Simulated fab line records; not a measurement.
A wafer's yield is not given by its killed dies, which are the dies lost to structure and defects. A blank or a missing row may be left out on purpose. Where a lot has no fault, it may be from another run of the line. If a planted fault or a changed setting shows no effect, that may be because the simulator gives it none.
fab line records	flow sky130	part 1 of 2: steps 1 to 33 of 44
[record] lots = 5	wafers = 15	last-day = 49
route steps=708 shown NWELL@57 PWDE@84 VT_ADJUST_HVTP@85 VT_ADJUST_LVTN@97
lots untouched by any fault: they come from a run of this same line in which no faults occurred
start-h: the number of hours between the record's first day and the start of the first shown wafer of the lot	wait-h: hours from the lot's prior step to this one	" repeats the value in the row above	L1.1+2: a row that stands for several wafers	- no value, or no start given	* or withheld: withheld	< > ~ a bound
route shown NAME@n: NAME is a module with steps in the file, n the number in the route of the first one	usual: mean/standard deviation of fault-free wafers	same: alike in all rows	chamber/n: place in a boat	sites: each site's reading	_std_site: standard deviation across them	_edge_site: inner sites' mean taken away from outer sites' mean	radius-mm: how far each site lies from the wafer's centre	mask NAME#n: copy n	behind: the most recent tool/chamber to have shaped the wafer	hold: why the lot went on hold/how many hours it stayed there/how the hold came to an end	device: which transistor (n, p or np) failed to switch	end of line: the tests these same wafers got at the end of their route	step lacking rows: just its recipe	killed: dies that structure and defects cost at the first sort, which is not the same as the wafer's yield	map: dies across one wafer; x = killed, . = not, _ = none there
set.NAME: the setting the step ran with; set.NAME@STEP: the setting that earlier step ran with	model.NAME: the simulator's own value behind a step, which no gauge read
certain route steps with their lots: each step a table, each wafer a row
services: a tool's chamber out of use, with start hour (start-h, from the record's first day; less than 0 if before it), hours out, and reason
[[steps]]
[step SKY_NWELL_HMDS_04]
[recipe] prime-time-s = 59.18	prime-temp-c = 120
lot.wafer	tool	chamber	start-h	wait-h
L080.1+3+4	litho-track-01	0	113.57	0.1
L087.1+4+6	litho-track-03	0	151.05	0.1
L088.3+5+6	litho-track-01	0	155.87	0.1
L089.1+3+4	litho-track-03	0	161.65	0.1
L094.2+4+5	litho-track-03	0	190.62	0.1
[step SKY_NWELL_COAT_05]
[recipe] spin-rpm = 2000	resist-thk-nm = 3000
lot.wafer	tool	chamber	start-h	wait-h
L080.1+3+4	litho-track-01	0	113.72	0.1
L087.1+4+6	litho-track-03	0	151.20	0.1
L088.3+5+6	litho-track-01	0	156.02	0.1
L089.1+3+4	litho-track-03	0	161.80	0.1
L094.2+4+5	litho-track-03	0	190.77	0.1
[step SKY_NWELL_SOFTBAKE_06]
[recipe] temp-c = 110	time-s = withheld
lot.wafer	tool	chamber	start-h	wait-h
L080.1+3+4	litho-track-01	0	113.87	0.1
L087.1+4+6	litho-track-03	0	151.35	0.1
L088.3+5+6	litho-track-01	0	156.19	0.1
L089.1+3+4	litho-track-03	0	161.95	0.1
L094.2+4+5	litho-track-03	0	190.93	0.1
[step SKY_NWELL_EXPOSE_07]
[recipe] mask-id = NWM	na = 0.6	source-shape = conventional	sigma-outer = 0.6	polarization = unpolarized	target-cd-nm = 840	dose-mj = 255
[usual] focus-offset-nm = 0.0/0.47	stage-vel-mm-s = 500.01/0.29
lot.wafer	tool	chamber	start-h	wait-h	mask	focus-offset-nm	stage-vel-mm-s
L080.1	iline-stepper-02	0	-	-	NWM#0	0.1	499.81
L080.3	"	0	"	"	NWM#0	0.7	499.75
L080.4	"	0	"	"	NWM#0	0.2	500.04
L087.1	iline-stepper-01	0	-	-	NWM#0	-0.6	500.24
L087.4	"	0	"	"	NWM#0	-0.4	500.45
L087.6	"	0	"	"	NWM#0	0.4	499.96
L088.3	iline-stepper-02	0	-	-	NWM#0	0.4	500.42
L088.5	"	0	"	"	NWM#0	-0.3	499.87
L088.6	"	0	"	"	NWM#0	0.3	500.19
L089.1	iline-stepper-02	0	-	-	NWM#0	0.7	499.69
L089.3	"	0	"	"	NWM#0	0.9	499.74
L089.4	"	0	"	"	NWM#0	0.4	499.32
L094.2	iline-stepper-01	0	-	-	NWM#0	-0.3	499.74
L094.4	"	0	"	"	NWM#0	-0.3	499.84
L094.5	"	0	"	"	NWM#0	-0.3	500.18
[step SKY_NWELL_PEB_08]
[recipe] temp-c = 115	time-s = withheld
lot.wafer	tool	chamber	start-h	wait-h
L080.1+3+4	litho-track-01	0	-	-
L087.1+4+6	litho-track-03	0	-	-
L088.3+5+6	litho-track-03	0	-	-
L089.1+3+4	litho-track-03	0	-	-
L094.2+4+5	litho-track-04	0	-	-
[step SKY_NWELL_DEVELOP_09]
[recipe] wall-angle-deg = 90	developer = TMAH	develop-time-s = 60	dev-temp-c = 23
[usual] developer-temp-C = 23.02/0.11
lot.wafer	tool	chamber	start-h	wait-h	developer-temp-C
L080.1	litho-track-01	0	-	-	22.94
L080.3	"	0	"	"	23.07
L080.4	"	0	"	"	22.98
L087.1	litho-track-03	0	-	-	22.99
L087.4	"	0	"	"	23.03
L087.6	"	0	"	"	23.00
L088.3	litho-track-03	0	-	-	22.93
L088.5	"	0	"	"	22.85
L088.6	"	0	"	"	23.11
L089.1	litho-track-03	0	-	-	23.09
L089.3	"	0	"	"	22.98
L089.4	"	0	"	"	22.99
L094.2	litho-track-04	0	-	-	23.03
L094.4	"	0	"	"	23.21
L094.5	"	0	"	"	23.05
[step SKY_NWELL_OVL_MEAS_10]
[usual] NWELL_00_OVL = 0.5/1.3
lot.wafer	tool	chamber	start-h	wait-h	NWELL_00_OVL[nm]
L080.1	overlay-02	-	123.02	-	-1.9
L080.3	"	-	"	"	-1.4
L080.4	"	-	"	"	-2.0
L087.1	overlay-01	-	161.50	-	-0.7
L087.4	"	-	"	"	0.9
L087.6	"	-	"	"	0.5
L088.3	overlay-02	-	166.76	-	0.4
L088.5	"	-	"	"	2.8
L088.6	"	-	"	"	-0.1
L089.1	overlay-01	-	172.40	-	-1.2
L089.3	"	-	"	"	-0.5
L089.4	"	-	"	"	-0.1
L094.2	overlay-02	-	201.39	-	0.1
L094.4	"	-	"	"	-0.7
L094.5	"	-	"	"	-0.8
[step SKY_NWELL_IMPLANT_11]
[recipe] species = P	energy-kev = 400	dose-cm2 = 1.9e+13	tilt-deg = withheld
lot.wafer	tool	chamber	start-h	wait-h
L080.1+3+4	implanter-04	0	123.06	0.0
L087.1+4+6	implanter-04	0	161.53	0.0
L088.3+5+6	implanter-04	0	166.83	0.1
L089.1+3+4	implanter-04	0	172.43	0.0
L094.2+4+5	implanter-03	0	201.45	0.0
[step SKY_NWELL_IMPLANT_12]
[recipe] species = P	energy-kev = 120	dose-cm2 = 1.3e+12	tilt-deg = withheld
lot.wafer	tool	chamber	start-h	wait-h
L080.1+3+4	implanter-04	0	123.21	0.1
L087.1+4+6	implanter-04	0	161.68	0.1
L088.3+5+6	implanter-04	0	166.98	0.1
L089.1+3+4	implanter-04	0	172.58	0.1
L094.2+4+5	implanter-03	0	201.60	0.1
[step SKY_NWELL_IMPLANT_13]
[recipe] species = P	energy-kev = 50	dose-cm2 = 7e+11	tilt-deg = withheld
lot.wafer	tool	chamber	start-h	wait-h
L080.1+3+4	implanter-04	0	123.36	0.1
L087.1+4+6	implanter-04	0	161.83	0.1
L088.3+5+6	implanter-04	0	167.13	0.1
L089.1+3+4	implanter-04	0	172.73	0.1
L094.2+4+5	implanter-03	0	201.75	0.1
[step SKY_NWELL_STRIP_14]
[recipe] chemistry = O2/N2	power-w = 1400	pressure-mtorr = 1500	platen-temp-c = withheld	o2-flow-sccm = 3000	n2-flow-sccm = 300	overash-fraction = 0.5
[usual] drypump-motor-current-A = 5.9/0.38	oes-product-au = 0.723/0.0043	strip-time-to-endpoint-s = 36.86/0.11
lot.wafer	tool	chamber	start-h	wait-h	drypump-motor-current-A	oes-product-au	rf-hours-counter-h	strip-time-to-endpoint-s
L080.1	plasma-asher-01	0	123.51	0.1	5.9	0.714	32	36.72
L080.3	"	1	"	"	5.2	0.725	-	36.73
L080.4	"	0	"	"	5.9	0.719	-	36.76
L087.1	plasma-asher-01	0	161.98	0.1	5.8	0.722	35	36.92
L087.4	"	0	"	"	5.9	0.733	-	36.98
L087.6	"	0	"	"	5.9	0.718	-	36.88
L088.3	plasma-asher-03	0	167.27	0.1	6.5	0.720	-	36.87
L088.5	"	1	"	"	5.9	0.722	-	36.91
L088.6	"	0	"	"	6.4	0.723	-	37.02
L089.1	plasma-asher-01	0	172.88	0.1	5.8	0.722	36	36.93
L089.3	"	0	"	"	5.8	0.725	-	36.85
L089.4	"	1	"	"	5.2	0.722	-	36.77
L094.2	plasma-asher-04	1	201.87	0.1	6.1	0.721	51	36.88
L094.4	"	0	"	"	6.0	0.723	-	36.99
L094.5	"	1	"	"	6.0	0.724	-	36.89
[step SKY_NWELL_TW_MEAS_15]
[usual] NWELL_TW = 1806/16
lot.wafer	tool	chamber	start-h	wait-h	NWELL_TW
L080.1	film-metro-01	-	123.61	0.1	1789
L080.3	"	-	"	"	1790
L080.4	"	-	"	"	1790
L087.1	film-metro-04	-	162.08	0.1	1819
L087.4	"	-	"	"	1822
L087.6	"	-	"	"	1823
L088.3	film-metro-04	-	167.35	0.1	1815
L088.5	"	-	"	"	1821
L088.6	"	-	"	"	1820
L089.1	film-metro-02	-	172.98	0.1	1802
L089.3	"	-	"	"	1804
L089.4	"	-	"	"	1808
L094.2	film-metro-02	-	201.98	0.1	1800
L094.4	"	-	"	"	1797
L094.5	"	-	"	"	1797
[step SKY_NWELL_DEHYDRATE_16]
[recipe] temp-c = 200	time-s = 60
lot.wafer	tool	chamber	start-h	wait-h
L080.1+3+4	litho-track-04	0	131.79	8.2
L087.1+4+6	litho-track-04	0	171.84	9.7
L088.3+5+6	litho-track-01	0	176.97	9.6
L089.1+3+4	litho-track-04	0	182.14	9.1
L094.2+4+5	litho-track-01	0	212.30	10.3
[step SKY_NWELL_HMDS_17]
[recipe] prime-time-s = 60	prime-temp-c = 120
lot.wafer	tool	chamber	start-h	wait-h
L080.1+3+4	litho-track-04	0	131.94	0.1
L087.1+4+6	litho-track-04	0	171.99	0.1
L088.3+5+6	litho-track-01	0	177.12	0.1
L089.1+3+4	litho-track-04	0	182.29	0.1
L094.2+4+5	litho-track-01	0	212.45	0.1
[step SKY_NWELL_COAT_18]
[recipe] spin-rpm = 2000	resist-thk-nm = 3000
lot.wafer	tool	chamber	start-h	wait-h
L080.1+3+4	litho-track-04	0	132.09	0.1
L087.1+4+6	litho-track-04	0	172.14	0.1
L088.3+5+6	litho-track-01	0	177.27	0.1
L089.1+3+4	litho-track-04	0	182.44	0.1
L094.2+4+5	litho-track-01	0	212.60	0.1
[step SKY_NWELL_SOFTBAKE_19]
[recipe] temp-c = 110	time-s = withheld
lot.wafer	tool	chamber	start-h	wait-h
L080.1+3+4	litho-track-04	0	132.24	0.1
L087.1+4+6	litho-track-04	0	172.29	0.1
L088.3+5+6	litho-track-01	0	177.44	0.1
L089.1+3+4	litho-track-04	0	182.59	0.1
L094.2+4+5	litho-track-01	0	212.75	0.1
[step SKY_NWELL_EXPOSE_20]
[recipe] mask-id = NWM_COMPLEMENT	na = 0.6	source-shape = conventional	sigma-outer = 0.6	polarization = unpolarized	target-cd-nm = 840	dose-mj = 260
[usual] focus-offset-nm = 0.0/0.57	stage-vel-mm-s = 500.04/0.26
lot.wafer	tool	chamber	start-h	wait-h	mask	focus-offset-nm	stage-vel-mm-s
L080.1	iline-stepper-02	0	-	-	NWM_COMPLEMENT#0	0.3	500.17
L080.3	"	0	"	"	NWM_COMPLEMENT#0	0.2	499.74
L080.4	"	0	"	"	NWM_COMPLEMENT#0	0.0	500.21
L087.1	iline-stepper-02	0	-	-	NWM_COMPLEMENT#0	-0.9	499.95
L087.4	"	0	"	"	NWM_COMPLEMENT#0	-0.1	500.00
L087.6	"	0	"	"	NWM_COMPLEMENT#0	0.1	500.20
L088.3	iline-stepper-02	0	-	-	NWM_COMPLEMENT#0	0.6	500.46
L088.5	"	0	"	"	NWM_COMPLEMENT#0	0.8	499.79
L088.6	"	0	"	"	NWM_COMPLEMENT#0	0.8	500.15
L089.1	iline-stepper-01	0	-	-	NWM_COMPLEMENT#0	-0.3	499.79
L089.3	"	0	"	"	NWM_COMPLEMENT#0	-0.5	499.86
L089.4	"	0	"	"	NWM_COMPLEMENT#0	-0.2	499.87
L094.2	iline-stepper-01	0	-	-	NWM_COMPLEMENT#0	0.1	500.15
L094.4	"	0	"	"	NWM_COMPLEMENT#0	-0.7	500.02
L094.5	"	0	"	"	NWM_COMPLEMENT#0	-0.6	500.32
[step SKY_NWELL_PEB_21]
[recipe] temp-c = 115	time-s = withheld
lot.wafer	tool	chamber	start-h	wait-h
L080.1+3+4	litho-track-03	0	-	-
L087.1+4+6	litho-track-03	0	-	-
L088.3+5+6	litho-track-03	0	-	-
L089.1+3+4	litho-track-04	0	-	-
L094.2+4+5	litho-track-03	0	-	-
[step SKY_NWELL_DEVELOP_22]
[recipe] wall-angle-deg = 90	developer = TMAH	develop-time-s = 60	dev-temp-c = 23
[usual] developer-temp-C = 23.02/0.11
lot.wafer	tool	chamber	start-h	wait-h	developer-temp-C
L080.1	litho-track-03	0	-	-	23.07
L080.3	"	0	"	"	22.99
L080.4	"	0	"	"	23.09
L087.1	litho-track-03	0	-	-	23.15
L087.4	"	0	"	"	23.02
L087.6	"	0	"	"	23.14
L088.3	litho-track-03	0	-	-	23.13
L088.5	"	0	"	"	23.00
L088.6	"	0	"	"	23.07
L089.1	litho-track-04	0	-	-	22.92
L089.3	"	0	"	"	22.72
L089.4	"	0	"	"	22.85
L094.2	litho-track-03	0	-	-	22.92
L094.4	"	0	"	"	22.86
L094.5	"	0	"	"	23.09
[step SKY_NWELL_OVL_MEAS_23]
[usual] NWELL_01_OVL = 0.8/1.3
lot.wafer	tool	chamber	start-h	wait-h	NWELL_01_OVL[nm]
L080.1	overlay-01	-	141.70	-	-0.7
L080.3	"	-	"	"	0.1
L080.4	"	-	"	"	-0.2
L087.1	overlay-02	-	182.15	-	0.2
L087.4	"	-	"	"	0.4
L087.6	"	-	"	"	0.9
L088.3	overlay-01	-	187.96	-	1.7
L088.5	"	-	"	"	0.9
L088.6	"	-	"	"	0.5
L089.1	overlay-01	-	193.09	-	0.4
L089.3	"	-	"	"	1.6
L089.4	"	-	"	"	1.5
L094.2	overlay-02	-	223.65	-	-1.2
L094.4	"	-	"	"	-2.7
L094.5	"	-	"	"	-0.6
[step SKY_NWELL_IMPLANT_24]
[recipe] species = B	energy-kev = 140	dose-cm2 = 9.2e+12	tilt-deg = withheld
lot.wafer	tool	chamber	start-h	wait-h
L080.1+3+4	implanter-04	0	141.73	0.0
L087.1+4+6	implanter-03	0	182.18	0.0
L088.3+5+6	implanter-04	0	188.03	0.1
L089.1+3+4	implanter-04	0	193.12	0.0
L094.2+4+5	implanter-03	0	223.71	0.0
[step SKY_NWELL_STRIP_25]
[recipe] chemistry = O2/N2	power-w = 1400	pressure-mtorr = 1500	platen-temp-c = withheld	o2-flow-sccm = 3000	n2-flow-sccm = 300	overash-fraction = 0.5
[usual] drypump-motor-current-A = 5.9/0.36	oes-product-au = 0.722/0.0046	strip-time-to-endpoint-s = 36.93/0.11
lot.wafer	tool	chamber	start-h	wait-h	drypump-motor-current-A	oes-product-au	rf-hours-counter-h	strip-time-to-endpoint-s
L080.1	plasma-asher-04	1	141.88	0.1	6.0	0.725	45	36.98
L080.3	"	0	"	"	6.0	0.722	-	37.02
L080.4	"	1	"	"	6.0	0.721	-	37.02
L087.1	plasma-asher-01	0	182.33	0.1	5.8	0.729	37	37.00
L087.4	"	1	"	"	5.2	0.709	-	36.98
L087.6	"	0	"	"	5.8	0.715	-	36.96
L088.3	plasma-asher-03	0	188.17	0.1	6.5	0.730	-	37.18
L088.5	"	0	"	"	6.4	0.728	-	37.03
L088.6	"	1	"	"	5.8	0.720	-	37.11
L089.1	plasma-asher-04	0	193.27	0.1	6.0	0.723	50	36.91
L089.3	"	1	"	"	6.0	0.731	-	36.88
L089.4	"	0	"	"	6.0	0.725	-	36.86
L094.2	plasma-asher-04	0	223.83	0.1	6.0	0.726	53	36.96
L094.4	"	0	"	"	6.0	0.726	-	37.02
L094.5	"	1	"	"	6.0	0.725	-	36.93
[step SKY_NWELL_TW_MEAS_26]
[usual] NWELL_2_TW = 493/3.3
lot.wafer	tool	chamber	start-h	wait-h	NWELL_2_TW
L080.1	film-metro-02	-	141.98	0.1	492
L080.3	"	-	"	"	496
L080.4	"	-	"	"	493
L087.1	film-metro-02	-	182.43	0.1	491
L087.4	"	-	"	"	495
L087.6	"	-	"	"	492
L088.3	film-metro-04	-	188.25	0.1	494
L088.5	"	-	"	"	496
L088.6	"	-	"	"	495
L089.1	film-metro-02	-	193.37	0.1	491
L089.3	"	-	"	"	490
L089.4	"	-	"	"	492
L094.2	film-metro-02	-	223.94	0.1	491
L094.4	"	-	"	"	492
L094.5	"	-	"	"	492
[step SKY_NWELL_CLEAN_27]
[recipe] chemistry = SC1/SC2	mix = 1:4:20	temp-c = 70	time-s = 150	dry = n2-spin
lot.wafer	tool	chamber	start-h	wait-h
L080.1+3+4	wet-bench-03	2	142.04	0.1
L087.1+4+6	wet-bench-04	0	182.49	0.1
L088.3+5+6	wet-bench-04	1	188.29	0.0
L089.1+3+4	wet-bench-04	0	193.43	0.1
L094.2+4+5	wet-bench-04	1	223.99	0.0
[step SKY_NWELL_RTA_28]
[recipe] temp-c = 1050	time-s = 30	idle-temp-c = 650	ramp-up-c-per-s = 150	ramp-down-c-per-s = 90	ambient = N2
[usual] lamp-power-pct = 25.31/0.055	wafer_temp_C_max = 1054.7/0.88
lot.wafer	tool	chamber	start-h	wait-h	lamp-power-pct	wafer_temp_C_max
L080.1	rtp-anneal-02	0	142.09	0.0	25.27	1054.5
L080.3	"	0	"	"	25.28	1055.1
L080.4	"	0	"	"	25.30	1055.7
L087.1	rtp-anneal-01	0	182.55	0.0	25.30	1054.3
L087.4	"	0	"	"	25.34	1053.4
L087.6	"	0	"	"	25.31	1055.5
L088.3	rtp-anneal-01	0	188.38	0.0	25.30	1055.8
L088.5	"	0	"	"	25.38	1054.1
L088.6	"	0	"	"	25.34	1055.6
L089.1	rtp-anneal-02	0	193.49	0.0	25.29	1055.4
L089.3	"	0	"	"	25.35	1054.8
L089.4	"	0	"	"	25.24	1056.4
L094.2	rtp-anneal-02	0	224.06	0.0	25.31	1054.5
L094.4	"	0	"	"	25.31	1055.1
L094.5	"	0	"	"	25.25	1054.1
[step SKY_NWELL_RS_MEAS_29]
[recipe] thk-meas-gauge = four-point-probe
[usual] NWELL_RS = 624.7/2.3
lot.wafer	tool	chamber	start-h	wait-h	NWELL_RS[ohm/sq]
L080.1	film-metro-04	-	142.19	0.1	625.1
L080.3	"	-	"	"	622.8
L080.4	"	-	"	"	622.6
L087.1	film-metro-02	-	182.65	0.1	623.7
L087.4	"	-	"	"	623.8
L087.6	"	-	"	"	622.1
L088.3	film-metro-01	-	188.49	0.1	625.9
L088.5	"	-	"	"	623.1
L088.6	"	-	"	"	626.3
L089.1	film-metro-04	-	193.59	0.1	620.7
L089.3	"	-	"	"	619.7
L089.4	"	-	"	"	620.8
L094.2	film-metro-01	-	224.16	0.1	627.8
L094.4	"	-	"	"	626.4
L094.5	"	-	"	"	627.2
[step SKY_NWELL_RS_MEAS_31]
[recipe] thk-meas-gauge = four-point-probe
[usual] PWDE_RS = 5276/21
lot.wafer	tool	chamber	start-h	wait-h	PWDE_RS[ohm/sq]
L080.1	film-metro-04	-	142.43	0.1	5289
L080.3	"	-	"	"	5256
L080.4	"	-	"	"	5265
L087.1	film-metro-02	-	182.89	0.1	5285
L087.4	"	-	"	"	5297
L087.6	"	-	"	"	5307
L088.3	film-metro-01	-	188.73	0.1	5278
L088.5	"	-	"	"	5301
L088.6	"	-	"	"	5294
L089.1	film-metro-04	-	193.83	0.1	5240
L089.3	"	-	"	"	5236
L089.4	"	-	"	"	5231
L094.2	film-metro-01	-	224.40	0.1	5308
L094.4	"	-	"	"	5280
L094.5	"	-	"	"	5275
[step SKY_VT_ADJUST_HVTP_DEHYDRATE_00]
[recipe] temp-c = 200	time-s = 60
lot.wafer	tool	chamber	start-h	wait-h
L080.1+3+4	litho-track-04	0	151.94	9.5
L087.1+4+6	litho-track-01	0	192.72	9.8
L088.3+5+6	litho-track-01	0	198.72	10.0
L089.1+3+4	litho-track-01	0	204.02	10.2
L094.2+4+5	litho-track-04	0	234.56	10.1
[step SKY_VT_ADJUST_HVTP_HMDS_01]
[recipe] prime-time-s = 60	prime-temp-c = 120
lot.wafer	tool	chamber	start-h	wait-h
L080.1+3+4	litho-track-04	0	152.09	0.1
L087.1+4+6	litho-track-01	0	192.87	0.1
L088.3+5+6	litho-track-01	0	198.87	0.1
L089.1+3+4	litho-track-01	0	204.17	0.1
L094.2+4+5	litho-track-04	0	234.71	0.1
[step SKY_VT_ADJUST_HVTP_COAT_02]
[recipe] resist = NOVOLAK	spin-rpm = 3000	resist-thk-nm = 1140
lot.wafer	tool	chamber	start-h	wait-h
L080.1+3+4	litho-track-04	0	152.24	0.1
L087.1+4+6	litho-track-01	0	193.02	0.1
L088.3+5+6	litho-track-01	0	199.02	0.1
L089.1+3+4	litho-track-01	0	204.32	0.1
L094.2+4+5	litho-track-04	0	234.86	0.1
[step SKY_VT_ADJUST_HVTP_SOFTBAKE_03]
[recipe] temp-c = 90	time-s = 60	resist = NOVOLAK
lot.wafer	tool	chamber	start-h	wait-h
L080.1+3+4	litho-track-04	0	152.39	0.1
L087.1+4+6	litho-track-01	0	193.17	0.1
L088.3+5+6	litho-track-01	0	199.17	0.1
L089.1+3+4	litho-track-01	0	204.47	0.1
L094.2+4+5	litho-track-04	0	235.01	0.1
[step SKY_VT_ADJUST_HVTP_EXPOSE_04]
[recipe] mask-id = HVTPM	na = 0.6	source-shape = conventional	sigma-outer = 0.6	polarization = unpolarized	target-cd-nm = 380	dose-mj = 140
[usual] focus-offset-nm = 0.0/0.48	stage-vel-mm-s = 500.0/0.3
lot.wafer	tool	chamber	start-h	wait-h	mask	focus-offset-nm	stage-vel-mm-s
L080.1	iline-stepper-02	0	-	-	HVTPM#0	0.4	499.7
L080.3	"	0	"	"	HVTPM#0	-0.2	499.7
L080.4	"	0	"	"	HVTPM#0	0.0	499.4
L087.1	iline-stepper-01	0	-	-	HVTPM#0	-0.7	500.0
L087.4	"	0	"	"	HVTPM#0	-0.1	500.1
L087.6	"	0	"	"	HVTPM#0	-0.3	499.9
L088.3	iline-stepper-01	0	-	-	HVTPM#0	-0.5	499.9
L088.5	"	0	"	"	HVTPM#0	-0.2	499.9
L088.6	"	0	"	"	HVTPM#0	0.6	500.2
L089.1	iline-stepper-01	0	-	-	HVTPM#0	0.6	500.0
L089.3	"	0	"	"	HVTPM#0	0.2	500.1
L089.4	"	0	"	"	HVTPM#0	-0.4	500.5
L094.2	iline-stepper-02	0	-	-	HVTPM#0	-0.2	499.4
L094.4	"	0	"	"	HVTPM#0	0.3	499.5
L094.5	"	0	"	"	HVTPM#0	0.2	499.9
[step SKY_VT_ADJUST_HVTP_PEB_05]
[recipe] temp-c = withheld	time-s = *	resist = NOVOLAK
lot.wafer	tool	chamber	start-h	wait-h
L080.1+3+4	litho-track-01	0	-	-
L087.1+4+6	litho-track-01	0	-	-
L088.3+5+6	litho-track-04	0	-	-
L089.1+3+4	litho-track-04	0	-	-
L094.2+4+5	litho-track-01	0	-	-
